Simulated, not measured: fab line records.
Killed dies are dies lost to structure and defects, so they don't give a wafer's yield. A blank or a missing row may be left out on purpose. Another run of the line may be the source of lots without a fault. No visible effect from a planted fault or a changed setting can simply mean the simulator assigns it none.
Matching of chambers	flow sky130	rieSi-01 running SKY_POLY_GATE_ETCH_17: 4 sister chambers
The step etches poly-Si in HBr/Cl2, stops on SiO2, target depth 180 nm, time 70.5 s. 16 wafers are shown with their chamber, then 8 later ones without.

== EACH WAFER AND ITS CHAMBER ==
wafer	chamber	drypumpMotorCurrentA (A)	throttleValvePct (%)	biasW (W)
L137.1	1	6.5	33.669	100.04
L137.2	0	6.5	33.696	99.96
L137.3	3	5.3	33.684	99.76
L142.2	2	5.1	33.697	100.17
L142.3	0	6.5	33.685	99.67
L142.4	1	6.5	33.672	100.35
L144.1	1	6.5	33.689	99.76
L144.4	1	6.5	33.676	99.75
L144.5	3	5.3	33.680	99.71
L145.1	3	5.3	33.690	99.58
L145.5	1	6.5	33.676	100.04
L145.6	3	5.4	33.701	99.84
L147.1	2	5.1	33.692	99.77
L147.4	1	6.5	33.688	100.21
L147.6	1	6.5	33.692	99.80
L156.1	1	6.5	33.688	99.25

SIGNATURES (averages over the wafers above)
reading	chamber 0	chamber 1	chamber 2	chamber 3	scatter within a chamber
drypumpMotorCurrentA	6.500	6.500	5.100	5.325	0.025
throttleValvePct	33.69050	33.68125	33.69450	33.68875	0.00857
biasW	99.8150	99.9000	99.9700	99.7225	0.284
Rule: for a wafer and a chamber, the distance is found by dividing, reading by reading, the gap between the wafer's reading and the chamber's mean by the reading's scatter, squaring, summing and taking the root. The wafer belongs to the nearest chamber; if the next one is less than 2 further off, it can't be placed. The scatter: take each reading less its chamber's mean, square it, sum over the shown wafers, divide by the number of wafers less the number of chambers, and take the root.

== WAFERS WHOSE CHAMBER IS MISSING ==
wafer	drypumpMotorCurrentA (A)	throttleValvePct (%)	biasW (W)
L156.2	6.5	33.677	99.99
L156.4	5.1	33.694	99.81
L157.3	5.1	33.674	99.82
L157.5	5.3	33.705	99.75
L157.6	5.1	33.686	99.92
L160.2	5.1	33.678	100.41
L160.3	5.3	33.702	100.24
L160.5	6.5	33.675	99.72

== CHAMBER TAKEN BY EACH ==
wafer	from the rows above	in truth
L156.2	can't be placed: 1 or 0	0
L156.4	2	2
L157.3	2	2
L157.5	3	3
L157.6	2	2
L160.2	2	2
L160.3	3	3
L160.5	can't be placed: 1 or 0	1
Correct placement for 6 of the 8. These rows do not allow placing 2 (true chamber among the candidates in 2). 0 placed wrongly.
